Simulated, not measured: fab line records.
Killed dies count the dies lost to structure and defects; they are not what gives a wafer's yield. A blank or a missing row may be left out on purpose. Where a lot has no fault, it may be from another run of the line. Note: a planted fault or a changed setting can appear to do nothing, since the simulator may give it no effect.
Which tool was responsible?	flow gf180mcu	39 wafers from 13 lots sampled at 3 of the route's 602 steps

## WHAT EACH GAUGE READ, for each wafer
GF_M2_THK_MEAS_06: measures by xrf.
lot	measured	on	M2_ALCU_THK (nm)
L702	day 18 13:08	filmMetro-02	438 442 434
L704	day 19 07:07	filmMetro-02	435 443 441
L705	day 19 15:51	filmMetro-03	439 449 438
L706	day 20 02:06	filmMetro-02	434 441 435
L707	day 20 11:48	filmMetro-03	443 449 449
L708	day 20 22:38	filmMetro-03	446 450 451
L709	day 21 07:31	filmMetro-02	434 437 438
L710	day 21 18:35	filmMetro-04	451 448 447
L712	day 22 07:41	filmMetro-03	444 444 440
L713	day 22 19:01	filmMetro-04	437 442 444
L716	day 23 19:49	filmMetro-02	437 437 438
L722	day 25 14:23	filmMetro-02	436 433
L723	day 26 00:50	filmMetro-03	442 437 449

## TOOL THAT RAN EACH LOT (tool first, then ch and the chambers of the sampled wafers, then the start)
lot	GF_V1_ETCH_16	GF_V1_CMP_26
L702	rieDiel-04 ch 2,3, day 18 11:26	cmp-02 ch 0,3, day 18 12:33
L704	rieDiel-04 ch 1,2,3, day 19 05:23	cmp-02 ch 0,2,3, day 19 06:31
L705	rieDiel-04 ch 1,2,3, day 19 14:08	cmp-01 ch 0,2,3, day 19 15:22
L706	rieDiel-04 ch 0,1,2, day 20 00:20	cmp-02 ch 0,1,3, day 20 01:36
L707	rieDiel-04 ch 0,1,2, day 20 10:05	cmp-02 ch 0,3, day 20 11:10
L708	rieDiel-03 ch 1,2,3, day 20 20:56	cmp-01 ch 1,2,3, day 20 22:02
L709	rieDiel-04 ch 0,3, day 21 05:47	cmp-01 ch 0,1, day 21 06:50
L710	rieDiel-01 ch 1,2, day 21 16:51	cmp-01 ch 0,1,2, day 21 17:55
L712	rieDiel-04 ch 0,1,2, day 22 05:59	cmp-02 ch 0,2,3, day 22 07:08
L713	rieDiel-03 ch 0,1,3, day 22 17:20	cmp-02 ch 0,1,3, day 22 18:23
L716	rieDiel-01 ch 0,1, day 23 18:07	cmp-02 ch 2,3, day 23 19:11
L722	rieDiel-04 ch 0,1,2, day 25 12:16	cmp-02 ch 0,3, day 25 13:45
L723	rieDiel-04 ch 0,2,3, day 25 22:56	cmp-01 ch 0,2,3, day 26 00:11
- GF_V1_ETCH_16: etches BARC in N2/H2.
- GF_V1_CMP_26: polishes, stops on SiO2, t overpolish 15 s, target thk 0 nm.

## WHAT THE TOOLS THEMSELVES READ (means of the sampled wafers that have a number; where no wafer has one, the mark that the record gives instead)
GF_V1_ETCH_16.
lot	tool	drypumpMotorCurrentA (A)	oesProductAu (a.u.)	throttleValvePct (%)
L702	rieDiel-04	5.8	0.862	13.234
L704	rieDiel-04	5.4	0.856	13.216
L705	rieDiel-04	5.4	0.854	13.232
L706	rieDiel-04	5.4	0.853	13.239
L707	rieDiel-04	5.4	0.854	13.230
L708	rieDiel-03	5.5	0.856	13.229
L709	rieDiel-04	5.5	0.847	13.222
L710	rieDiel-01	6.1	0.849	13.220
L712	rieDiel-04	5.5	0.854	13.232
L713	rieDiel-03	5.4	0.851	13.231
L716	rieDiel-01	5.6	0.856	13.227
L722	rieDiel-04	5.4	0.854	13.220
L723	rieDiel-04	5.7	0.855	13.221

GF_V1_CMP_26.
lot	tool	motorCurrentA (A)	overpolishRunS (s)	timeToEndpointS (s)
L702	cmp-02	10.1	15.000	79
L704	cmp-02	10.5	15.007	83
L705	cmp-01	12.3	14.998	86
L706	cmp-02	10.3	15.009	84
L707	cmp-02	9.9	14.999	83
L708	cmp-01	11.9	15.009	88
L709	cmp-01	11.9	15.004	89
L710	cmp-01	11.2	15.005	85
L712	cmp-02	10.4	14.993	86
L713	cmp-02	9.9	15.008	87
L716	cmp-02	10.5	14.994	84
L722	cmp-02	9.8	10.018	96
L723	cmp-01	13.0	15.004	84

## THE ANSWER, worked out from the rows above alone
Rule: the lots themselves supply what counts as usual. The widest of any qualifying gaps counts: lots, ordered by their means at a reading, are off when they make up no more than a third of the lots, leave a main group of 4 or more, and stand apart from it by 3 or more times the standard deviation of that group's means. If all means in a main group match to the digits the tables above print for the reading, that group is not used. A lot without any number at a reading at which 4 lots or more have one is off too. Where the step has rows for the other lots, those lots are counted as sound. Order of review: gauges by route order, followed by the tools' own readings, for which a lot's mean as printed above is used. At the first step where some lot is off, the reading lying furthest off is the one used; lots without a number count as furthest.
Off at GF_V1_CMP_26 (overpolishRunS): L722. For the main group the mean is 15.002 s and the standard deviation 0.0054.
If a tool, at that step or one of the process steps before it, ran each lot that is off and ran no sound lot following the first of them, it fits. One candidate fits, namely cmp-02 at GF_V1_CMP_26. A fault onset in the window from L716 (day 23 19:11, its last sound lot) to L722 (day 25 13:45, its first lot off) fits.
On the lots that are off, the tool's own readings at GF_V1_CMP_26 differ by more than 5 times the standard deviation of the sound lots' means, which bears it out; overpolishRunS reads 10.018 s there versus 15.002 s on the sound lots.

## WHAT WAS PUT IN BY THE SIMULATOR
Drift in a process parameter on cmp-02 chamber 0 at GF_V1_CMP_26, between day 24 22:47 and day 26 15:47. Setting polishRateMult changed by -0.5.
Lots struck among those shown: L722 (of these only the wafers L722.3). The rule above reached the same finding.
